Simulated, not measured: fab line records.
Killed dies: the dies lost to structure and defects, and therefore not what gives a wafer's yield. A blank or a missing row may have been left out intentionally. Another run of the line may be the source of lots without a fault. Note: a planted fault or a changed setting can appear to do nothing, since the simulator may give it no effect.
What tool caused it? | flow gf180mcu | Sampling: 12 lots, 36 wafers, 7 of 602 route steps

## WHAT THE GAUGES READ, wafer by wafer
GF_STI_THK_MEAS_04.
lot  | measured    | on            | STI_CVD_03_THK (nm)
L592 | day 1 13:46 | film_metro-04 | 212.2 208.2 212.3
L593 | day 1 18:49 | film_metro-01 | 207.3 207.5 206.0
L594 | day 1 23:34 | film_metro-03 | 205.5 204.3 206.3
L595 | day 2 05:04 | film_metro-03 | 204.6 207.1 207.2
L596 | day 2 09:46 | film_metro-04 | 210.4 210.6 210.9
L597 | day 2 14:34 | film_metro-04 | 205.3 206.5 207.4
L598 | day 2 20:40 | film_metro-01 | 208.8 207.2 210.9
L599 | day 3 01:55 | film_metro-01 | 206.9 208.4 206.7
L601 | day 3 10:38 | film_metro-03 | 205.2 204.4 204.3
L603 | day 3 20:35 | film_metro-04 | 208.1 208.1 208.6
L604 | day 4 01:46 | film_metro-03 | 206.4 206.7 206.5
L605 | day 4 06:34 | film_metro-03 | 331.1 333.6 330.9

GF_V2_THK_MEAS_01.
lot  | measured     | on            | V2_CVD_00_THK (nm)
L592 | day 19 04:37 | film_metro-02 | 603 600 594
L593 | day 19 16:20 | film_metro-04 | 586 590 587
L594 | day 20 08:50 | film_metro-02 | 605 609 611
L595 | day 20 20:04 | film_metro-04 | 599 598 596
L596 | day 21 04:41 | film_metro-04 | 604 607 601
L597 | day 21 12:08 | film_metro-04 | 602 605 601
L598 | day 21 17:23 | film_metro-04 | 594 590 596
L599 | day 22 14:44 | film_metro-01 | 615 603 614
L601 | day 23 00:57 | film_metro-04 | 598 595 600
L603 | day 23 15:46 | film_metro-04 | 608 606 599
L604 | day 23 22:29 | film_metro-02 | 606 603 608

GF_V2_BOW_MEAS_05.
lot  | measured     | on            | V2_BOW (um)
L592 | day 19 05:05 | film_metro-04 | 103 98 102
L593 | day 19 16:50 | film_metro-02 | 91 84 99
L594 | day 20 09:20 | film_metro-02 | 100 97 100
L595 | day 20 20:38 | film_metro-04 | 106 101 102
L596 | day 21 05:10 | film_metro-04 | 99 102 96
L597 | day 21 12:38 | film_metro-01 | 106 98 91
L598 | day 21 17:55 | film_metro-01 | 94 99 92
L599 | day 22 15:13 | film_metro-04 | 87 83 97
L601 | day 23 01:35 | film_metro-01 | 96 105 93
L603 | day 23 16:16 | film_metro-04 | 102 98 111
L604 | day 23 22:59 | film_metro-01 | 99 100 94

GF_V2_OVL_MEAS_15.
lot  | measured     | on         | V2_OVL (nm)
L592 | day 20 04:41 | overlay-02 | 4 -1 4
L593 | day 20 17:25 | overlay-01 | -5 -4 -5
L594 | day 21 09:40 | overlay-01 | 4 2 0
L595 | day 21 21:16 | overlay-02 | 0 8 7
L596 | day 22 04:50 | overlay-02 | -4 -4 -6
L597 | day 22 12:43 | overlay-01 | -4 -2 0
L598 | day 22 17:47 | overlay-02 | 1 1 7
L599 | day 23 13:53 | overlay-02 | -4 -2 -3
L601 | day 24 01:05 | overlay-02 | 3 5 2
L603 | day 24 18:55 | overlay-02 | -1 2 3
L604 | day 24 20:41 | overlay-01 | 0 -4 0

## TOOL THAT RAN EACH LOT (tool first, then ch and the chambers of the sampled wafers, then the start)
lot  | GF_STI_CVD_03              | GF_STI_ETCH_13                    | GF_STI_ETCH_14
L592 | lpcvd-02 ch 1, day 1 11:47 | rie_diel-04 ch 0,2,3, day 2 01:56 | rie_si-01 ch 1,2,3, day 2 02:01
L593 | lpcvd-01 ch 1, day 1 16:50 | rie_diel-02 ch 2,3, day 2 07:07   | rie_si-01 ch 1,3, day 2 07:12
L594 | lpcvd-01 ch 0, day 1 21:34 | rie_diel-04 ch 1,2,3, day 2 12:01 | rie_si-01 ch 0,3, day 2 12:06
L595 | lpcvd-01 ch 0, day 2 03:05 | rie_diel-03 ch 0,1,2, day 2 17:40 | rie_si-01 ch 0,1,2, day 2 17:45
L596 | lpcvd-02 ch 0, day 2 07:46 | rie_diel-03 ch 0,1,2, day 2 22:14 | rie_si-02 ch 0,2,3, day 2 22:19
L597 | lpcvd-01 ch 1, day 2 12:34 | rie_diel-03 ch 1,2,3, day 3 02:52 | rie_si-01 ch 0,3, day 3 02:57
L598 | lpcvd-02 ch 1, day 2 17:41 | rie_diel-03 ch 0,1,3, day 3 09:47 | rie_si-01 ch 0,2,3, day 3 09:52
L599 | lpcvd-01 ch 1, day 2 23:55 | rie_diel-04 ch 0,1,2, day 3 14:58 | rie_si-02 ch 0,1,3, day 3 15:03
L601 | lpcvd-01 ch 1, day 3 08:37 | rie_diel-03 ch 0,1,3, day 3 23:47 | rie_si-01 ch 1,3, day 3 23:52
L603 | lpcvd-01 ch 0, day 3 18:34 | rie_diel-03 ch 1,3, day 4 09:37   | rie_si-02 ch 0,2,3, day 4 09:42
L604 | lpcvd-01 ch 0, day 3 23:44 | rie_diel-04 ch 0,1, day 4 15:31   | rie_si-02 ch 0,1,3, day 4 15:36
L605 | lpcvd-01 ch 0, day 4 04:34 | rie_diel-04 ch 2,3, day 4 21:10   | rie_si-02 ch 0,1,2, day 4 21:15
- GF_STI_CVD_03: deposits Si3N4 from DCS/NH3, target thk 207.16 nm, time 3551 s.
- GF_STI_ETCH_13: etches the open film in CHF3/O2, stops on Si, target depth 282.31 nm, time 112.9 s.
- GF_STI_ETCH_14: etches Si in HBr/Cl2/O2, target depth 360 nm, time 102.9 s.

## AS READ BY THE TOOLS THEMSELVES (means over the sampled wafers that have a number; for cases with no such wafer, the mark the record gives instead)
GF_STI_CVD_03.
lot  | tool     | zone_power_upper_pct (%)
L592 | lpcvd-02 | 12.7
L593 | lpcvd-01 | 12.8
L594 | lpcvd-01 | 13.7
L595 | lpcvd-01 | 13.6
L596 | lpcvd-02 | 10.8
L597 | lpcvd-01 | 12.9
L598 | lpcvd-02 | 12.3
L599 | lpcvd-01 | 12.8
L601 | lpcvd-01 | 12.8
L603 | lpcvd-01 | 13.7
L604 | lpcvd-01 | 13.5
L605 | lpcvd-01 | 13.7

GF_STI_ETCH_13.
lot  | tool        | drypump_motor_current_A (A) | oes_product_au (a.u.) | throttle_valve_pct (%)
L592 | rie_diel-04 | 5.9                         | 0.843                 | 8.816
L593 | rie_diel-02 | 5.9                         | 0.833                 | 8.808
L594 | rie_diel-04 | 5.7                         | 0.830                 | 8.817
L595 | rie_diel-03 | 5.9                         | 0.829                 | 8.810
L596 | rie_diel-03 | 5.9                         | 0.841                 | 8.808
L597 | rie_diel-03 | 6.1                         | 0.834                 | 8.815
L598 | rie_diel-03 | 5.6                         | 0.836                 | 8.811
L599 | rie_diel-04 | 5.8                         | 0.837                 | 8.814
L601 | rie_diel-03 | 5.6                         | 0.831                 | 8.807
L603 | rie_diel-03 | 5.8                         | 0.836                 | 8.816
L604 | rie_diel-04 | 5.8                         | 0.835                 | 8.802
L605 | rie_diel-04 | 5.8                         | 1.006                 | 8.853

GF_STI_ETCH_14.
lot  | tool      | drypump_motor_current_A (A) | oes_product_au (a.u.) | throttle_valve_pct (%)
L592 | rie_si-01 | 5.90                        | 0.997                 | 25.660
L593 | rie_si-01 | 5.81                        | 0.995                 | 25.655
L594 | rie_si-01 | 5.90                        | 1.002                 | 25.664
L595 | rie_si-01 | 6.06                        | 0.997                 | 25.661
L596 | rie_si-02 | 5.85                        | 1.000                 | 25.658
L597 | rie_si-01 | 5.90                        | 1.006                 | 25.655
L598 | rie_si-01 | 5.93                        | 0.992                 | 25.668
L599 | rie_si-02 | 5.88                        | 0.990                 | 25.658
L601 | rie_si-01 | 5.84                        | 0.998                 | 25.663
L603 | rie_si-02 | 5.83                        | 1.003                 | 25.655
L604 | rie_si-02 | 5.87                        | 0.998                 | 25.664
L605 | rie_si-02 | 5.74                        | 0.354                 | 26.094

## THE ANSWER, worked out from the rows above alone
Rule: what is usual is taken from the lots themselves. The widest of any qualifying gaps counts: lots, ordered by their means at a reading, are off when they make up no more than a third of the lots, leave a main group of 4 or more, and stand apart from it by 3 or more times the standard deviation of that group's means. A main group is skipped when, at the precision printed for the reading in the tables above, its means are all equal. Also off: a lot with no number at a reading for which 4 or more lots have one. The other lots that the step has rows for count as sound. After the gauges, taken in route order, come the tools' own readings; for these a lot's mean is taken, as printed above. At the first step where some lot is off, the reading lying furthest off is the one used; lots without a number count as furthest.
Off: L605, at GF_STI_THK_MEAS_04 (STI_CVD_03_THK). Main group: mean 207.5 nm, sd 1.9.
A tool fits if, at a process step before that reading, it ran every lot that is off, and no sound lot after the first of them. The gauges at GF_STI_THK_MEAS_04 aren't tried: what is off there is off at GF_STI_ETCH_13 too, on other tools, and a gauge's error can't cause that. One fits: GF_STI_CVD_03 on lpcvd-01. A fault onset in the window from L604 (day 3 23:44, its last sound lot) to L605 (day 4 04:34, its first lot off) fits.

## WHAT THE SIMULATOR HAD PUT IN
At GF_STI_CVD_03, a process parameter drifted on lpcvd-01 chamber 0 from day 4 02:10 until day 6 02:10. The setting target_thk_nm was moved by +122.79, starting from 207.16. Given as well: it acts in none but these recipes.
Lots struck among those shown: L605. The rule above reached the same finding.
